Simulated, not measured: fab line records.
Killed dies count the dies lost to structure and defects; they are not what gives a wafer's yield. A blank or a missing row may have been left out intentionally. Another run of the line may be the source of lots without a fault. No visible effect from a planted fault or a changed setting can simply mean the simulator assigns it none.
Which of the tools did it? ; flow gf180mcu ; Sampling: 14 lots, 42 wafers, 4 of 602 route steps

WHAT EACH GAUGE READ, for each wafer
GF_PASSIVATION_BOW_MEAS_14. Usual: PASSIVATION_BOW typically reads 135 um, with standard deviation 11.
lot;measured;on;PASSIVATION_BOW (um);flag
L513;day 29 10:13;film-metro-03;123 119 125;
L516;day 30 07:24;film-metro-02;144 140 146;
L517;day 30 08:59;film-metro-01;114 108 113;
L518;day 30 12:18;film-metro-02;121 142 137;
L519;day 30 21:34;film-metro-01;145 154 143;
L521;day 31 09:53;film-metro-01;127 122 134;
L522;day 31 14:37;film-metro-01;126 143 131;
L523;day 31 18:05;film-metro-01;155 141 138;
L524;day 32 05:40;film-metro-02;130 132 134;
L527;day 32 19:10;film-metro-03;154 146 149;
L532;day 34 03:20;film-metro-01;130 143 140;
L533;day 34 08:50;film-metro-01;140 136 145;
L535;day 34 14:36;film-metro-01;139 134 130;
L536;day 34 19:34;film-metro-02;137 127 127;

WHICH TOOL RAN EACH LOT (tool, then ch and the chambers of the sampled wafers, then the start)
lot;GF_TOP_METAL_SPUTTER_04;GF_TOP_METAL_STRIP_17;GF_PASSIVATION_ETCH_11
L513;pvd-sputter-04, day 27 16:41;plasma-asher-03 ch 0,1, day 28 12:35;rie-diel-01 ch 2,3, day 29 08:22
L516;pvd-sputter-01, day 28 14:31;plasma-asher-03 ch 0,1, day 29 10:08;rie-diel-03 ch 0,1,3, day 30 05:34
L517;pvd-sputter-01, day 28 15:48;plasma-asher-03 ch 0,1, day 29 11:47;rie-diel-03 ch 1,2,3, day 30 07:09
L518;pvd-sputter-04, day 28 19:06;plasma-asher-03 ch 0,1, day 29 13:53;rie-diel-04 ch 0,3, day 30 10:28
L519;pvd-sputter-03, day 29 04:39;plasma-asher-03 ch 0,1, day 30 00:01;rie-diel-03 ch 0,2,3, day 30 19:40
L521;pvd-sputter-04, day 29 19:25;plasma-asher-02 ch 0,1, day 30 13:46;rie-diel-03 ch 0,2,3, day 31 08:01
L522;pvd-sputter-03, day 30 00:20;plasma-asher-02 ch 1, day 30 18:55;rie-diel-04 ch 0,2, day 31 12:46
L523;pvd-sputter-01, day 30 03:58;plasma-asher-03 ch 0,1, day 30 22:08;rie-diel-03 ch 0,2,3, day 31 16:15
L524;pvd-sputter-01, day 30 15:50;plasma-asher-04 ch 0,1, day 31 09:42;rie-diel-04 ch 2,3, day 32 03:49
L527;pvd-sputter-04, day 31 06:42;plasma-asher-02 ch 0,1, day 32 00:10;rie-diel-04 ch 2,3, day 32 17:19
L532;pvd-sputter-03, day 32 19:02;plasma-asher-03 ch 0,1, day 33 10:53;rie-diel-04 ch 2,3, day 34 01:30
L533;pvd-sputter-03, day 33 02:08;plasma-asher-04 ch 0,1, day 33 17:58;rie-diel-03 ch 1,2,3, day 34 06:58
L535;pvd-sputter-01, day 33 08:32;plasma-asher-02 ch 0,1, day 33 23:57;rie-diel-03 ch 0,1,2, day 34 12:46
L536;pvd-sputter-03, day 33 14:18;plasma-asher-03 ch 0,1, day 34 04:15;rie-diel-01 ch 0,1,2, day 34 17:43
- GF_TOP_METAL_SPUTTER_04: material TiN, target thk 25 nm, time 20.8 s.
- GF_TOP_METAL_STRIP_17: strips in O2/N2.
- GF_PASSIVATION_ETCH_11: etches the open film in CF4/O2, stops on TiN, target depth 1800 nm, time 400 s.

AS READ BY THE TOOLS THEMSELVES (means over the sampled wafers that have a number; for cases with no such wafer, the mark the record gives instead)
GF_TOP_METAL_SPUTTER_04. Usual: throttle-valve-pct 30.0 %, standard deviation 0.87.
lot;tool;throttle-valve-pct (%);flag
L513;pvd-sputter-04;29.9;
L516;pvd-sputter-01;30.3;
L517;pvd-sputter-01;30.4;
L518;pvd-sputter-04;29.5;
L519;pvd-sputter-03;29.5;
L521;pvd-sputter-04;29.6;
L522;pvd-sputter-03;30.4;
L523;pvd-sputter-01;30.2;
L524;pvd-sputter-01;30.2;
L527;pvd-sputter-04;28.8;
L532;pvd-sputter-03;29.4;
L533;pvd-sputter-03;29.5;
L535;pvd-sputter-01;30.4;
L536;pvd-sputter-03;29.7;

GF_TOP_METAL_STRIP_17. Usual: drypump-motor-current-A 5.7 A, standard deviation 0.59; heater-power-w 326 W, standard deviation 21; oes-product-au 0.711 a.u., standard deviation 0.0044; strip-time-to-endpoint-s 13.44 s, standard deviation 0.11.
lot;tool;drypump-motor-current-A (A);heater-power-w (W);oes-product-au (a.u.);strip-time-to-endpoint-s (s);flag
L513;plasma-asher-03;5.4;332;0.711;13.35;
L516;plasma-asher-03;6.0;312;0.708;13.44;
L517;plasma-asher-03;6.0;315;0.707;13.27;
L518;plasma-asher-03;6.0;315;0.712;13.53;
L519;plasma-asher-03;6.0;315;0.710;13.49;
L521;plasma-asher-02;5.5;326;0.712;13.39;
L522;plasma-asher-02;5.6;325;0.709;13.41;
L523;plasma-asher-03;5.4;328;0.706;13.40;
L524;plasma-asher-04;5.8;346;0.713;13.33;
L527;plasma-asher-02;5.5;317;0.709;13.38;
L532;plasma-asher-03;5.4;332;0.713;13.46;
L533;plasma-asher-04;5.8;346;0.711;13.24;
L535;plasma-asher-02;5.5;319;0.713;13.60;
L536;plasma-asher-03;5.4;330;0.706;13.41;

GF_PASSIVATION_ETCH_11. Usual: bias-w 150.0 W, standard deviation 0.41; drypump-motor-current-A 5.9 A, standard deviation 0.42; oes-product-au 0.959 a.u., standard deviation 0.0077; throttle-valve-pct 5.960 %, standard deviation 0.0098.
lot;tool;bias-w (W);drypump-motor-current-A (A);oes-product-au (a.u.);throttle-valve-pct (%);flag
L513;rie-diel-01;149.8;5.5;0.960;5.953;
L516;rie-diel-03;150.0;6.0;0.954;5.959;
L517;rie-diel-03;150.0;5.8;0.951;5.957;
L518;rie-diel-04;150.0;5.3;0.951;5.971;
L519;rie-diel-03;150.2;6.0;0.965;5.966;
L521;rie-diel-03;150.1;6.1;0.957;5.959;
L522;rie-diel-04;149.8;6.0;0.951;5.963;
L523;rie-diel-03;149.7;6.0;0.956;5.956;
L524;rie-diel-04;150.5;6.1;0.952;5.960;
L527;rie-diel-04;126.4;6.1;0.946;5.956;OFF
L532;rie-diel-04;126.1;6.1;0.943;5.956;OFF
L533;rie-diel-03;150.0;5.7;0.953;5.965;
L535;rie-diel-03;149.9;5.9;0.964;5.954;
L536;rie-diel-01;150.1;5.9;0.955;5.950;

THE ANSWER, worked out from the rows above alone
Rule: take the mean of a lot's wafers that have a number; if it is more than 3 standard deviations from the usual mean, the lot is off. A lot without any number at a reading at which 4 lots or more have one is off too. All remaining lots with rows at the step are treated as sound. After the gauges, taken in route order, come the tools' own readings; for these a lot's mean is taken, as printed above. At the first step where some lot is off, the reading lying furthest off is the one used; lots without a number count as furthest.
Off: L527, L532 (GF_PASSIVATION_ETCH_11, bias-w).
If a tool, at that step or one of the process steps before it, ran each lot that is off and ran no sound lot following the first of them, it fits. One fits: GF_PASSIVATION_ETCH_11 on rie-diel-04. A fault onset in the window from L524 (day 32 03:49, its last sound lot) to L527 (day 32 17:19, its first lot off) fits.
On the lots that are off, the tool's own readings at GF_PASSIVATION_ETCH_11 differ by more than 5 times the standard deviation of the sound lots' means, which bears it out; bias-w reads 126.2 W there versus 150.0 W on the sound lots.

WHAT THE SIMULATOR PUT IN
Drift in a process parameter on rie-diel-04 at GF_PASSIVATION_ETCH_11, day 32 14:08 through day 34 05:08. A move of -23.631 in setting bias-w, from 150. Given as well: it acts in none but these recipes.
Struck lots among those shown: L527, L532. The rule above found the same.
